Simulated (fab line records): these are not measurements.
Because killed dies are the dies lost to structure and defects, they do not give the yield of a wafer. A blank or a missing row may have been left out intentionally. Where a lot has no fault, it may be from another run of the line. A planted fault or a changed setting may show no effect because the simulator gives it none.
A struck lot beside a sound one ; flow gf180mcu ; 38 out of 602 route steps
Sound: wafers L615.1, L615.2, L615.5. Struck: wafer L631.2; the same lot's L631.3 was not struck, so it is left out; see the end for the cause.
Per side, at each step with rows, come the tool, then ch with its chambers, and then its first start. Under that, the readings that differ: sound wafers ; struck wafers ; difference of the means ; sigmas: that difference in standard deviations of wafers without a fault.
alike: words and numbers the same on both sides, and readings whose means are apart by under 2 such deviations; not compared: readings that were withheld, readings missing a value for some wafer, numbers with overlapping values and no deviation given by the record, and bounds like >300 which may hide the same value.
A row with sigmas, a row that says differs or no value, or rows on one side alone: a step with any of these is where the two part. Numbers that don't overlap but have no deviation are shown without sigmas and don't part them. Lack of a reading on every wafer of one side parts them only where that side has two or more wafers.

first, 2 steps without rows for these wafers: GF_SALICIDE_WET_ETCH_01 (etches SiO2 in dHF, target depth 5 nm, time 100 s); GF_SALICIDE_SPUTTER_02 (material Co, target thk 10 nm, time 20 s).
GF_SALICIDE_SPUTTER_03: material TiN, target thk 20 nm, time 16.7 s.
  struck on pvd_sputter-02, day 22 12:41; sound on pvd_sputter-03, day 16 23:48
  alike: throttle_valve_pct
GF_SALICIDE_RS_MEAS_04: the measuring method here is four-point-probe.
  struck on film_metro-01, day 22 12:44; sound on film_metro-03, day 16 23:54
  alike: SALICIDE_TIN_RS
GF_SALICIDE_THK_MEAS_05: measures by xrf.
  struck on film_metro-01, day 22 12:51; sound on film_metro-03, day 17 00:01
  alike: SALICIDE_TIN_THK
then, 4 steps without rows for these wafers: GF_SALICIDE_RTA_06 (time 30 s); GF_SALICIDE_WET_ETCH_07 (etches the open film in SPM, target depth 120 nm); GF_SALICIDE_RTA_08 (time 30 s); GF_CONTACT_CVD_00 (deposits SiO2, target thk 300 nm, time 50 s).
GF_CONTACT_THK_MEAS_01:
  struck on film_metro-03, day 22 13:14; sound on film_metro-03, day 17 00:25
  alike: CONTACT_CVD_00_THK
then, 1 step without rows for these wafers: GF_CONTACT_CVD_02 (deposits SiO2 from TEOS, target thk 860 nm, time 95.992 s).
GF_CONTACT_THK_MEAS_03:
  struck on film_metro-04, day 22 13:22; sound on film_metro-03, day 17 00:33
  alike: CONTACT_CVD_02_THK
GF_CONTACT_CMP_04: polishes SiO2.
  sound on cmp-01 ch 0,1,3, day 17 00:43; struck on cmp-01 ch 3, day 22 13:28
reading;sound;struck;difference;sigmas
time_to_endpoint_s (s);115 105 119;133;+20;+3
model.SiO2_of_CONTACT_CVD_02.thk_nm (nm);560.1 558 559.3;503.7;-55.4;
  alike: head_pressure_psi, motor_current_A, slurry_flow_ml_min
GF_CONTACT_BOW_MEAS_05:
  struck on film_metro-02, day 22 13:44; sound on film_metro-02, day 17 00:55
reading;sound;struck;difference;sigmas
CONTACT_BOW (um);58 65 58;89;+29;+4
then, 8 steps without rows for these wafers: GF_CONTACT_DEHYDRATE_06 (time 60 s); GF_CONTACT_HMDS_07 (prime time 60 s); GF_CONTACT_COAT_08; GF_CONTACT_COAT_09 (resist thk 1000 nm); GF_CONTACT_SOFTBAKE_10 (time 60 s); GF_CONTACT_EXPOSE_11 (exposes mask Contact, target cd 220 nm); GF_CONTACT_PEB_12 (peb time 90 s); GF_CONTACT_DEVELOP_13 (develop time 60 s).
GF_CONTACT_CD_MEAS_14: target cd 220 nm.
  struck on cd_sem-01, day 23 12:26; sound on cd_sem-02, day 18 00:23
  alike: cd_nm
GF_CONTACT_OVL_MEAS_15:
  struck on overlay-02, day 23 12:32; sound on overlay-01, day 18 00:31
  alike: CONTACT_OVL
GF_CONTACT_ETCH_16: etches BARC in N2/H2.
  sound on rie_diel-04 ch 1,2,3, day 18 00:32; struck on rie_diel-04 ch 3, day 23 12:34
  alike: drypump_motor_current_A, n2_flow_sccm, oes_product_au, throttle_valve_pct
GF_CONTACT_ETCH_17: etches SiO2 in C4F8/O2/Ar, stops on CoSi2, target depth 860 nm.
  sound on rie_diel-04 ch 1,2,3; struck on rie_diel-04 ch 3
reading;sound;struck;difference;sigmas
oes_product_au (a.u.);0.820 0.819 0.813;0.782;-0.035;-8
model.CONTACT.feature_depth_nm (nm);866.2 858.3 861.4;805.3;-56.7;
model.etch.depth_nm (nm);866.2 858.3 861.4;805.3;-56.7;
then, 5 steps without rows for these wafers: GF_CONTACT_STRIP_18 (strips in O2/N2); GF_CONTACT_CLEAN_19 (cleans in SPM); GF_CONTACT_CLEAN_20 (cleans in DIW); GF_CONTACT_CLEAN_21 (cleans in dHF, time 20 s); GF_CONTACT_SPUTTER_22 (material Ti, target thk 15 nm, time 80.02 s).
GF_CONTACT_SPUTTER_23: material TiN, target thk 10 nm, time 40 s.
  struck on pvd_sputter-04, day 23 13:08; sound on pvd_sputter-01, day 18 01:04
  alike: throttle_valve_pct
GF_CONTACT_CVD_24: deposits W, target thk 300 nm, time 90.339 s.
  sound on cvd_w-01 ch 0,1, day 18 01:06; struck on cvd_w-02 ch 1, day 23 13:10
reading;sound;struck;difference;sigmas
chamber_pressure_Torr (Torr);39.85 39.88 39.90;40.06;+0.18;+2
  alike: heater_power_w
GF_CONTACT_RS_MEAS_25: the measuring method here is four-point-probe.
  struck on film_metro-03, day 23 13:17; sound on film_metro-03, day 18 01:16
  alike: CONTACT_W_RS
GF_CONTACT_THK_MEAS_26: measures by xrf.
  struck on film_metro-03, day 23 13:24; sound on film_metro-03, day 18 01:23
  alike: CONTACT_W_THK
GF_CONTACT_CMP_27: polishes, stops on SiO2, t overpolish 15 s, target thk 0 nm.
  sound on cmp-01 ch 0,2,3, day 18 01:32; struck on cmp-02 ch 1, day 23 13:33
reading;sound;struck;difference;sigmas
model.SiO2_of_CONTACT_CVD_02.thk_nm (nm);553.4 551.2 552.5;496.9;-55.5;
  alike: head_pressure_psi, motor_current_A, slurry_flow_ml_min
GF_M1_SPUTTER_00: material Ti, target thk 37.5 nm, time 150 s.
  struck on pvd_sputter-02, day 23 13:45; sound on pvd_sputter-01, day 18 01:44
reading;sound;struck;difference;sigmas
throttle_valve_pct (%);31.0 30.0 31.0;28.8;-1.9;-2
GF_PASSIVATION_PROBE_99:
  the record holds rows for the sound wafers here (prober-02, day 30 14:33) but none for the struck ones

== WHERE THEY PART ==
At GF_CONTACT_CMP_04 first; at GF_PASSIVATION_PROBE_99 last (within this record only).

WHY: the cause the simulator had injected
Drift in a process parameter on cmp-01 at GF_CONTACT_CMP_04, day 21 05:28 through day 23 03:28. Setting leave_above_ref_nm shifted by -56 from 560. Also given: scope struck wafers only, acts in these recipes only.
